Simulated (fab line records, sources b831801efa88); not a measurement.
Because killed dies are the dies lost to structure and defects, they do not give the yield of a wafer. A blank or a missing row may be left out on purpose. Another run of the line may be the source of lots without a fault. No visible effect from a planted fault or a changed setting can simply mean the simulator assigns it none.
A struck lot beside a sound one    flow sky130    23 out of 708 route steps
Sound: these wafers, L252.3, L252.5, L252.6. The struck wafers were L255.2, L255.4, L255.5. The cause is given at the end.
Per side, at each step with rows, come the tool, then ch with its chambers, and then its first start. Under that, the readings that differ: sound wafers    struck wafers    difference of the means    sigmas: that difference in standard deviations of wafers without a fault.
alike: a reading whose means differ by less than 2 such deviations, as well as words and numbers matching on both sides. not compared: withheld readings; readings where some wafer has no value; bounds like >300 that might hide an equal value; numbers whose values overlap and for which the record gives no deviation.
A row with sigmas, a row that says differs or no value, or rows on one side alone: a step with any of these is where the two part. Numbers that have no deviation but don't overlap get no sigmas and don't part them. A reading missing from all wafers of one side parts the sides only when that side holds two or more wafers.

first, 6 steps without rows for these wafers: SKY_VT_ADJUST_LVTN_HMDS_12 (prime time 60 s); SKY_VT_ADJUST_LVTN_COAT_13 (resist thk 1140 nm); SKY_VT_ADJUST_LVTN_SOFTBAKE_14 (time 60 s); SKY_VT_ADJUST_LVTN_EXPOSE_15 (exposes mask HVN STD DERIVED, target cd 600 nm); SKY_VT_ADJUST_LVTN_PEB_16; SKY_VT_ADJUST_LVTN_DEVELOP_17 (develop time 60 s).
SKY_VT_ADJUST_LVTN_OVL_MEAS_18:
  struck on overlay-02, day 8 23:41; sound on overlay-02, day 7 23:54
  alike: VT_ADJUST_LVTN_01_OVL
following that, these wafers have no rows for 1 step: SKY_VT_ADJUST_LVTN_IMPLANT_19.
SKY_VT_ADJUST_LVTN_STRIP_20: strips in O2/N2.
  sound on plasma-asher-02 ch 0,1, day 8 00:06; struck on plasma-asher-02 ch 0,1, day 8 23:52
  alike: drypump-motor-current-A, oes-product-au, strip-time-to-endpoint-s
  not compared: rf-hours-counter-h
SKY_VT_ADJUST_LVTN_TW_MEAS_21:
  struck on film-metro-04, day 8 23:59; sound on film-metro-03, day 8 00:11
  alike: VT_ADJUST_LVTN_2_TW
then, 2 steps without rows for these wafers: SKY_VT_ADJUST_NCORE_DEHYDRATE_00 (time 60 s); SKY_VT_ADJUST_NCORE_HMDS_01 (prime time 60 s).
SKY_VT_ADJUST_NCORE_COAT_02: resist thk 1140 nm.
  sound on litho-track-03 ch 0, day 8 10:18; struck on litho-track-03 ch 0, day 9 10:07
reading                                               sound           struck          difference  sigmas
model.NOVOLAK_of_VT_ADJUST_NCORE_COAT_02.thk-nm (nm)  1137 1137 1144  1130 1127 1128  -11         
then, 3 steps without rows for these wafers: SKY_VT_ADJUST_NCORE_SOFTBAKE_03 (time 60 s); SKY_VT_ADJUST_NCORE_EXPOSE_04 (exposes mask LVTN COMPLEMENT THIN, target cd 380 nm); SKY_VT_ADJUST_NCORE_PEB_05.
SKY_VT_ADJUST_NCORE_DEVELOP_06: develop time 60 s.
  sound on litho-track-02 ch 0, day 8 21:26; struck on litho-track-04 ch 0, day 9 21:22
reading                                               sound           struck          difference  sigmas
model.NOVOLAK_of_VT_ADJUST_NCORE_COAT_02.thk-nm (nm)  1137 1137 1143  1130 1126 1127  -11         
SKY_VT_ADJUST_NCORE_CD_MEAS_07: target cd 380 nm.
  struck on cd-sem-02, day 9 21:30; sound on cd-sem-02, day 8 21:34
  alike: cd-nm
SKY_VT_ADJUST_NCORE_OVL_MEAS_08:
  struck on overlay-01, day 9 21:37; sound on overlay-01, day 8 21:40
  alike: VT_ADJUST_NCORE_OVL
following that, these wafers have no rows for 1 step: SKY_VT_ADJUST_NCORE_IMPLANT_09.
SKY_VT_ADJUST_NCORE_STRIP_10: strips in O2/N2.
  sound on plasma-asher-02 ch 0,1, day 8 21:52; struck on plasma-asher-01 ch 0,1, day 9 21:47
reading                       sound              struck             difference  sigmas
strip-time-to-endpoint-s (s)  14.14 14.14 14.21  14.07 14.01 14.04  -0.12       -3
  alike: drypump-motor-current-A, oes-product-au
  not compared: rf-hours-counter-h
SKY_VT_ADJUST_NCORE_TW_MEAS_11:
  struck on film-metro-01, day 9 21:54; sound on film-metro-02, day 8 21:58
  alike: VT_ADJUST_NCORE_TW
-- record jumps: 37 days separate the struck wafers' starts on either side; left off in module VT_ADJUST_NCORE, taken up again in module PAD_OPEN, whose first shown step is the route's number 708 --
SKY_PAD_OPEN_PROBE_99:
  struck on prober-02, day 46 22:02; sound on prober-01, day 46 04:54
  alike: killed_at_M0_to_M3, killed_at_M4_up, killed-at-contacts, killed-at-front-end, killed-at-other, killed-dies, killed-open, killed-short

## WHERE THEY PART
Within this record, at SKY_VT_ADJUST_NCORE_STRIP_10 only. Later steps at which nothing parts them and some readings are alike: SKY_VT_ADJUST_NCORE_TW_MEAS_11, SKY_PAD_OPEN_PROBE_99.

WHY: whatever the simulator had introduced
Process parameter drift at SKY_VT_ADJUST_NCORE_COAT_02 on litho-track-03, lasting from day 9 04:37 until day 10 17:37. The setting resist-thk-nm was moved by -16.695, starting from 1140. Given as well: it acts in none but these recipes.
